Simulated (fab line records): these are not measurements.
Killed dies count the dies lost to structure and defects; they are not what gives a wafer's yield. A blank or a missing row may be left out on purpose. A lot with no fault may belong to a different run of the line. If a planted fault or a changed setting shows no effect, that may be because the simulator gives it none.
Split-lot study | flow sfq-line | on a route of 325 steps: 5 lots, 23 wafers read

== SPLIT DETAILS ==
At SFQ_TRILAYER_I7_VIA_LITHO_COAT_187 (resist thk 650 nm), the setting resist-thk-nm was moved away from the recipe's 650 nm on 8 of the 23 wafers read, by -2.0% to +5.7%. The other wafers ran this setting at the recipe's value.

== FROM THE SPLIT TO THE READING: what the file shows between them, 4 steps ==
- SFQ_TRILAYER_I7_VIA_LITHO_SOFTBAKE_191
- SFQ_TRILAYER_I7_VIA_LITHO_EXPOSE_188: exposes mask I7, target cd 1000 nm
- SFQ_TRILAYER_I7_VIA_LITHO_DEVELOP_189: time 60 s
- SFQ_TRILAYER_I7_VIA_BARC_OPEN_VIA_ETCH_260: etches BARC in O2, target depth 125 nm, time 41.7 s

== THE READING ==
KrF_of_TRILAYER_I7_VIA_LITHO_COAT_187.thk-nm (the simulator's own value, which no gauge read), in nm, at SFQ_TRILAYER_I7_VIA_ETCH_VIA_ETCH_190 (etches SiO2 in CHF3, stops on Nb, target depth 260 nm). No usual value for it is given in the file. Here, 15 wafers ran the recipe; their average is 527.8 nm with a standard deviation of 2.2 nm.

wafer  | tool, chamber at the split | resist-thk-nm as run, nm | against the recipe | KrF_of_TRILAYER_I7_VIA_LITHO_COAT_187.thk-nm, nm | against lot-mates on the recipe
L074.1 | litho-track-03, 0          | 650                      | recipe             | 526.1                                            | -
L074.3 | litho-track-03, 0          | 650                      | recipe             | 528.2                                            | -
L074.6 | litho-track-03, 0          | 650                      | recipe             | 526.7                                            | -
L075.2 | litho-track-03, 0          | 650                      | recipe             | 525.8                                            | -
L075.3 | litho-track-03, 0          | 687                      | +5.7%              | 565.3                                            | +40.0
L075.4 | litho-track-03, 0          | 650                      | recipe             | 524.9                                            | -
L075.5 | litho-track-03, 0          | 687                      | +5.7%              | 564.6                                            | +39.3
L075.6 | litho-track-03, 0          | 687                      | +5.7%              | 565.5                                            | +40.2
L079.1 | litho-track-04, 0          | 650                      | recipe             | 528.8                                            | -
L079.3 | litho-track-04, 0          | 650                      | recipe             | 534.1                                            | -
L079.4 | litho-track-04, 0          | 650                      | recipe             | 528.2                                            | -
L079.5 | litho-track-04, 0          | 636.9                    | -2.0%              | 520.8                                            | -9.6
L079.6 | litho-track-04, 0          | 636.9                    | -2.0%              | 516.2                                            | -14.2
L083.1 | litho-track-04, 0          | 669.5                    | +3.0%              | 547.8                                            | +18.4
L083.2 | litho-track-04, 0          | 669.5                    | +3.0%              | 549.3                                            | +19.9
L083.3 | litho-track-04, 0          | 669.5                    | +3.0%              | 553.3                                            | +23.9
L083.4 | litho-track-04, 0          | 650                      | recipe             | 528.1                                            | -
L083.6 | litho-track-04, 0          | 650                      | recipe             | 530.6                                            | -
L084.1 | litho-track-01, 0          | 650                      | recipe             | 527.9                                            | -
L084.2 | litho-track-01, 0          | 650                      | recipe             | 526.8                                            | -
L084.3 | litho-track-01, 0          | 650                      | recipe             | 527.1                                            | -
L084.4 | litho-track-01, 0          | 650                      | recipe             | 526.7                                            | -
L084.5 | litho-track-01, 0          | 650                      | recipe             | 526.3                                            | -

FIT RESULTS
A straight line over all 23 wafers: KrF_of_TRILAYER_I7_VIA_LITHO_COAT_187.thk-nm changes by +6.5 nm for each +1% of resist-thk-nm; r = +0.99; the points scatter about the line by 2.6 nm.
The same after taking each lot's own level away (the mean of its wafers on the recipe; 23 wafers): +6.86 nm for each +1%; r = +0.99; scatter 1.7 nm.
That fit puts the effect of the largest move of resist-thk-nm on the reading at 39 nm.
The lots' own levels span 525.35 to 530.37 nm, that is 2.3 times the standard deviation above.
So the lot-to-lot level changes the slope little: the two slopes agree.
Check: +39.1 nm against its lot-mates is what the line predicts for one of the wafers moved furthest among these (+5.7%) when that wafer is left out of the fit. Against them it came out at +40 nm.

== THESE WAFERS: OTHER SPLITS ==
Before the reading, these wafers also passed through other splits. Each is held against what the fit with the lots' levels taken away leaves over:
other split on the same wafers                        | wafers away from the commonest value | r with KrF_of_TRILAYER_I7_VIA_LITHO_COAT_187.thk-nm (lot level and that fit taken away)
SFQ_TRILAYER_I5_LITHO_COAT_144 spin-rpm               | 11                                   | +0.18
SFQ_TRILAYER_I5_BARC_OPEN_VIA_ETCH_200 pressure-mtorr | 18                                   | +0.02
SFQ_TRILAYER_C5_LITHO_EXPOSE_152 dose-mj              | 7                                    | -0.18
SFQ_TRILAYER_M6_LITHO_COAT_159 resist-thk-nm          | 10                                   | -0.21
SFQ_TRILAYER_M6_BARC_OPEN_METAL_ETCH_206 icp-w        | 7                                    | +0.10
SFQ_TRILAYER_I6_VIA_LITHO_COAT_169 spin-rpm           | 5                                    | +0.07
SFQ_TRILAYER_I6_VIA_BARC_OPEN_VIA_ETCH_235 source-w   | 11                                   | +0.16
SFQ_TRILAYER_M7_BARC_OPEN_METAL_ETCH_229 icp-w        | 10                                   | +0.19

== THE WHOLE CHAIN: every reading that the file lists as answering this split, in the file's order ==
step                                       | what it does                                          | reading                                                                                       | change (the file's fit)              | r (the file's)
SFQ_TRILAYER_I7_VIA_LITHO_COAT_187         | resist thk 650 nm                                     | KrF_of_TRILAYER_I7_VIA_LITHO_COAT_187.thk-nm (the simulator's own value, which no gauge read) | +6.53 nm for each +1% of the setting | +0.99
SFQ_TRILAYER_I7_VIA_BARC_OPEN_VIA_ETCH_260 | etches BARC in O2, target depth 125 nm, time 41.7 s   | KrF_of_TRILAYER_I7_VIA_LITHO_COAT_187.thk-nm (the simulator's own value, which no gauge read) | +6.73 nm for each +1% of the setting | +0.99
SFQ_TRILAYER_I7_VIA_ETCH_VIA_ETCH_190      | etches SiO2 in CHF3, stops on Nb, target depth 260 nm | KrF_of_TRILAYER_I7_VIA_LITHO_COAT_187.thk-nm (the simulator's own value, which no gauge read) | +6.87 nm for each +1% of the setting | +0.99

== FILE'S OWN FIT ==
KrF_of_TRILAYER_I7_VIA_LITHO_COAT_187.thk-nm changes by +6.87 nm for each +1% of resist-thk-nm, r = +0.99.
